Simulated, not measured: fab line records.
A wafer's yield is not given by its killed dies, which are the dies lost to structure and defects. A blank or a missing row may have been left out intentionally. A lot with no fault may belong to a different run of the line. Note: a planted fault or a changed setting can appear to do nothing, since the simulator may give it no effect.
Problem report, 8D (eight disciplines) form, completed by code -- flow sky130 -- the parts of the form that need people (team, actions taken, sign-off) are left out

== 1. WHAT WENT WRONG ==
Wafers without a fault read 149.99, standard deviation 0.049; beam-energy-keV at SKY_PWDE_IMPLANT_08 reads a mean of 139.48 on 6 wafers belonging to 2 lots. That is -99 or more standard deviations from the usual mean.
First seen on wafer L510.4, day 7 07:40, on implanter-03. Wafers with a number at this step in the record: 36, from 12 lots. Rule for "out", or "out of limits": more than 4 standard deviations from the usual mean. The other wafers with a number count as sound.

== 2. WHAT IT IS, WHAT IT ISN'T ==
question,is,is not
which readings at this step,beam-energy-keV,-
which lots,"L510, L512","L497, L500, L501, L504, L505, L506, L509, L511, L516, L519"
which wafers of those lots,all that have a number,-
read on which tools,implanter-03,"implanter-01, implanter-04"
when,from day 7 07:40,"up to then (21 sound wafers); but 9 sound wafers of L511, L516, L519 came after"

== 3. WHAT RULES OUT EACH SUSPECT ==
Counting: a tool at any process step up to the reading remains a suspect when it ran all the lots that are out and ran no sound lot after the first of those.
- implanter-03 at SKY_PWDE_IMPLANT_08: kept. All lots that are out passed through it, beginning with L510 at day 7 07:40, and no sound lot followed; its final sound lot before that point was L509 at day 7 01:08. Out on those wafers are its own readings of beam-energy-keV.
Remaining after the count: implanter-03 at SKY_PWDE_IMPLANT_08.

== 4. THE CAUSE (what the simulator had put in) ==
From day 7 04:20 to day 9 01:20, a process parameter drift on implanter-03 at SKY_PWDE_IMPLANT_08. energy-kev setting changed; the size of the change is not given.
Counting left only this tool.

== 5. THE CHAIN OF EFFECTS, in route order ==
Rows list readings where the struck wafers' mean (over those with a number) sits beyond 3 standard deviations from the usual. Scope: only readings with a usual standard deviation given in the record; hours: median across lots of the time from each lot's start at the first step in this table that gives one to its start at this step; sigmas: change in usual standard deviations.
hours,step,reading,usual,on struck wafers,change,sigmas
0,SKY_PWDE_IMPLANT_08,beam-energy-keV,149.99,139.48,-10.51,-99 or more
Process steps it contains:
- SKY_PWDE_IMPLANT_08
Later steps that measure or inspect, where all struck wafers having a row at the step show a number for every such reading and not one has moved that far: SKY_VT_ADJUST_NCORE_OVL_MEAS_08.

== 6. WHAT WOULD HAVE CAUGHT IT SOONER ==
In this record the first reading out of limits was taken at day 7 07:40, 3 hours after the fault began at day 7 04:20.
